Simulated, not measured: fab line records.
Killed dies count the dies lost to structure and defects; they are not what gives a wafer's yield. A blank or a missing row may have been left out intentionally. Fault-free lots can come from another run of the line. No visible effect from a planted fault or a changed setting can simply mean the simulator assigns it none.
Which tool is to blame? -- flow sfq-line -- 14 lots, 42 wafers sampled, at 1 step of a route of 325

== WHAT THE GAUGES SHOWED, per wafer ==
Not one reading of a measure or inspect step in the record can be checked against a usual standard deviation.

== EACH LOT AND THE TOOL THAT RAN IT (in order: tool; ch and the chambers of the sampled wafers; start) ==
lot,SFQ_TRILAYER_JJ_CE_BARC_OPEN_RIE_150
L701,"rie-metal-01 ch 0,1, day 41 14:55"
L703,"rie-metal-01 ch 0,1, day 42 03:38"
L704,"rie-metal-04 ch 0,1, day 46 16:52"
L706,"rie-metal-01 ch 0,1, day 48 01:40"
L708,"rie-metal-01 ch 0,1, day 48 22:10"
L709,"rie-metal-03 ch 0,1, day 49 12:35"
L711,"rie-metal-01 ch 0,1, day 50 07:25"
L712,"rie-metal-01 ch 0,1, day 50 15:49"
L713,"rie-metal-04 ch 0,1, day 50 20:37"
L716,"rie-metal-03 ch 0,1, day 52 05:01"
L720,"rie-metal-01 ch 1, day 55 03:00"
L721,"rie-metal-04 ch 1, day 55 10:19"
L722,"rie-metal-04 ch 0,1, day 55 12:43"
L723,"rie-metal-01 ch 0,1, day 55 17:31"
- SFQ_TRILAYER_JJ_CE_BARC_OPEN_RIE_150: chemistry O2, target BARC, target depth 240 nm, time 80 s.

== AS READ BY THE TOOLS THEMSELVES (means over the sampled wafers that have a number; for cases with no such wafer, the mark the record gives instead) ==
SFQ_TRILAYER_JJ_CE_BARC_OPEN_RIE_150.
lot,tool,bias-w (W),drypump-motor-current-A (A),oes-product-au (a.u.)
L701,rie-metal-01,80.25,5.09,0.542
L703,rie-metal-01,80.29,5.12,0.539
L704,rie-metal-04,80.24,5.00,0.542
L706,rie-metal-01,79.85,5.10,0.537
L708,rie-metal-01,80.05,5.10,0.546
L709,rie-metal-03,79.79,5.38,0.542
L711,rie-metal-01,92.16,5.10,0.537
L712,rie-metal-01,92.04,5.13,0.537
L713,rie-metal-04,80.29,4.99,0.540
L716,rie-metal-03,80.03,5.37,0.541
L720,rie-metal-01,79.64,5.16,0.537
L721,rie-metal-04,79.86,4.85,0.533
L722,rie-metal-04,80.13,4.92,0.538
L723,rie-metal-01,79.83,5.10,0.539

== THE ANSWER, worked out from the rows above alone ==
Rule: usual is defined by the lots themselves. The widest of any qualifying gaps counts: lots, ordered by their means at a reading, are off when they make up no more than a third of the lots, leave a main group of 4 or more, and stand apart from it by 3 or more times the standard deviation of that group's means. A main group whose means are all the same, to the digits that the tables above print for the reading, isn't used. Also off: a lot with no number at a reading for which 4 or more lots have one. All remaining lots with rows at the step are treated as sound. After the gauges, taken in route order, come the tools' own readings; for these a lot's mean is taken, as printed above. The first step at which some lot is off is used, and at that step the reading that is off furthest; a lot without a number counts as furthest.
Off at SFQ_TRILAYER_JJ_CE_BARC_OPEN_RIE_150 (bias-w): L711, L712. The main group: mean 80.02 W, standard deviation 0.21.
A tool fits if, at that step or a process step before it, it ran every lot that is off, and no sound lot after the first of them. None of those tried fits.

== WHAT THE SIMULATOR HAD INSERTED ==
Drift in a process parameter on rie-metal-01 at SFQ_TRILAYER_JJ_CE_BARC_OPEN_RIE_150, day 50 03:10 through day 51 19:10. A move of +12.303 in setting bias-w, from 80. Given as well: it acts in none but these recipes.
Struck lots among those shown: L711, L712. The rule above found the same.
